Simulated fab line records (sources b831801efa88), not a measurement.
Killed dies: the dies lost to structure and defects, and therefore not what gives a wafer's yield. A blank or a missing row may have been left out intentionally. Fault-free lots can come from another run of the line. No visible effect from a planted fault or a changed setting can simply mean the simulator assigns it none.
The same fault as seen by 2 desks -- flow gf180mcu -- only its own numbers are on each desk; what lay behind them is given at the end

## AT THE TOOL OWNER'S DESK: pvd-sputter-01
The tool's own readings at GF_M3_SPUTTER_04 (material TiN, target thk 50 nm, time 41.7 s): means of the sampled wafers that have a number, for each lot that ran on this tool. If a lot's mean is further than 4 standard deviations from the usual mean, the lot is out of limits and carries the mark OUT (the distance appears in the brackets).
Columns: A = cathode-dc-power-W at GF_M3_SPUTTER_04, usual 6500.1 W; B = throttle-valve-pct at GF_M3_SPUTTER_04, usual 30.1 %
lot,first seen here,A,B
L455,day 22 06:25,6499.6,29.7
L457,day 23 01:50,5775.8 (-99 or more) OUT,30.2
L458,day 23 12:20,6016.5 (-99 or more) OUT,29.4
This desk's verdict: out of limits on L457, L458, starting with L457 at day 23 01:50 (cathode-dc-power-W at GF_M3_SPUTTER_04). In limits: L455.

## AT THE METROLOGY DESK
Means of the sampled wafers that have a number, per lot and without regard to the tool the lot ran on: this is what the gauges read. If a lot's mean is further than 4 standard deviations from the usual mean, the lot is out of limits and carries the mark OUT (the distance appears in the brackets). Shown here are 7 of its 9 readings, the ones lying furthest out on some lot.
Columns: A = V2_W_THK at GF_V2_THK_MEAS_25, usual 352 nm; B = M3_ALCU_RS at GF_M3_RS_MEAS_05, usual 0.0695 ohm/sq; C = M3_ALCU_THK at GF_M3_THK_MEAS_06, usual 450 nm; D = M3_OVL at GF_M3_OVL_MEAS_15, usual 5 nm; E = V3_CVD_00_THK at GF_V3_THK_MEAS_01, usual 600 nm; F = V3_CVD_02_THK at GF_V3_THK_MEAS_03, usual 852 nm; G = V3_BOW at GF_V3_BOW_MEAS_05, usual 120 um
lot,first seen here,A,B,C,D,E,F,G
L450,day 20 06:46,349,0.0699,448,5,600,839,127
L455,day 22 05:47,348,0.0681,462,20,596,855,122
L457,day 23 00:53,355,0.0693,457,8,596,842,122
L458,day 23 10:54,355,0.0701,449,7,601,852,98
L468,day 26 12:53,351,0.0682,462,1,597,855,119
L469,day 26 18:20,344,0.0701,450,16,592,846,127
This desk's finding: nothing out of limits on any of the 6 lots.

## PUT TOGETHER
An alarm could have come from the tool owner's desk at day 23 01:50, on L457, L458.
Metrology desk: nothing out of limits seen.
The metrology desk holds a record of L457, L458, inside its limits.
On pvd-sputter-01, each named lot ran GF_M3_SPUTTER_04.

## WHAT HAD BEEN PUT IN BY THE SIMULATOR
Process parameters drifting: pvd-sputter-01 at GF_M3_SPUTTER_04, beginning at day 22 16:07. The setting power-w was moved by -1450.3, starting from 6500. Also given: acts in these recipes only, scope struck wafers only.
Lots struck among those shown: L457, L458.
Time in hours from fault onset to the first out-of-limits reading at each desk: the tool owner's desk, 10.
